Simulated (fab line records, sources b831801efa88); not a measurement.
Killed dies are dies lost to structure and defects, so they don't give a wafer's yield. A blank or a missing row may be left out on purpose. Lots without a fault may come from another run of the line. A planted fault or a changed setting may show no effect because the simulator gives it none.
Split-lot experiment | flow sfq_line | 5 lots, 23 wafers read, on a route of 325 steps

THE SPLIT
At SFQ_TRILAYER_INCOMING_OXIDATION_002 (target thk 500 nm, ox time 4939 s), the setting ox_time_s was moved away from the recipe's 4939 s on 20 of the 23 wafers read, by -8.9% to +14.5%. The other wafers ran this setting at the recipe's value.

The reading is taken at the split's own step.

THE READING
SiO2_of_TRILAYER_INCOMING_OXIDATION_002.thk_nm (the simulator's own value, which no gauge read), in nm, at SFQ_TRILAYER_INCOMING_OXIDATION_002 (target thk 500 nm, ox time 4939 s). The file gives no usual value for it. The 3 wafers here that ran the recipe average 522.3 nm, standard deviation 2.3 nm.

wafer  | tool, chamber at the split | ox_time_s as run, s | against the recipe | SiO2_of_TRILAYER_INCOMING_OXIDATION_002.thk_nm, nm | against lot-mates on the recipe
L077.1 | -, -                       | 4499                | -8.9%              | 478.9                                              | no lot-mate on the recipe
L077.2 | -, -                       | 4499                | -8.9%              | 479.9                                              | no lot-mate on the recipe
L077.3 | -, -                       | 4499                | -8.9%              | 466.4                                              | no lot-mate on the recipe
L077.4 | -, -                       | 4499                | -8.9%              | 468                                                | no lot-mate on the recipe
L077.5 | -, -                       | 4499                | -8.9%              | 473.8                                              | no lot-mate on the recipe
L078.1 | -, -                       | 5657                | +14.5%             | 541.7                                              | no lot-mate on the recipe
L078.2 | -, -                       | 5657                | +14.5%             | 537.8                                              | no lot-mate on the recipe
L078.3 | -, -                       | 5657                | +14.5%             | 533.8                                              | no lot-mate on the recipe
L078.4 | -, -                       | 5657                | +14.5%             | 539.8                                              | no lot-mate on the recipe
L078.6 | -, -                       | 5657                | +14.5%             | 543.5                                              | no lot-mate on the recipe
L079.1 | -, -                       | 5197                | +5.2%              | 508.1                                              | no lot-mate on the recipe
L079.2 | -, -                       | 5197                | +5.2%              | 518.1                                              | no lot-mate on the recipe
L079.3 | -, -                       | 5197                | +5.2%              | 513.4                                              | no lot-mate on the recipe
L079.4 | -, -                       | 5197                | +5.2%              | 518.9                                              | no lot-mate on the recipe
L079.6 | -, -                       | 5197                | +5.2%              | 513.9                                              | no lot-mate on the recipe
L081.1 | -, -                       | 5428                | +9.9%              | 539.4                                              | no lot-mate on the recipe
L081.2 | -, -                       | 5428                | +9.9%              | 530.7                                              | no lot-mate on the recipe
L081.4 | -, -                       | 5428                | +9.9%              | 538.6                                              | no lot-mate on the recipe
L081.5 | -, -                       | 5428                | +9.9%              | 539.9                                              | no lot-mate on the recipe
L081.6 | -, -                       | 5428                | +9.9%              | 534.9                                              | no lot-mate on the recipe
L085.3 | furnace-02, 0              | 4939                | recipe             | 519.4                                              | -
L085.4 | furnace-02, 0              | 4939                | recipe             | 522.6                                              | -
L085.6 | furnace-02, 0              | 4939                | recipe             | 525                                                | -

THE FIT
A straight line over all 23 wafers: SiO2_of_TRILAYER_INCOMING_OXIDATION_002.thk_nm changes by +2.79 nm for each +1% of ox_time_s; r = +0.93; the points scatter about the line by 9.5 nm.
Too few moved wafers have a lot-mate on the recipe to fit a line with each lot's own level taken away.

THE FILE'S OWN FIT
SiO2_of_TRILAYER_INCOMING_OXIDATION_002.thk_nm changes by +2.79 nm for each +1% of ox_time_s, r = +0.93.
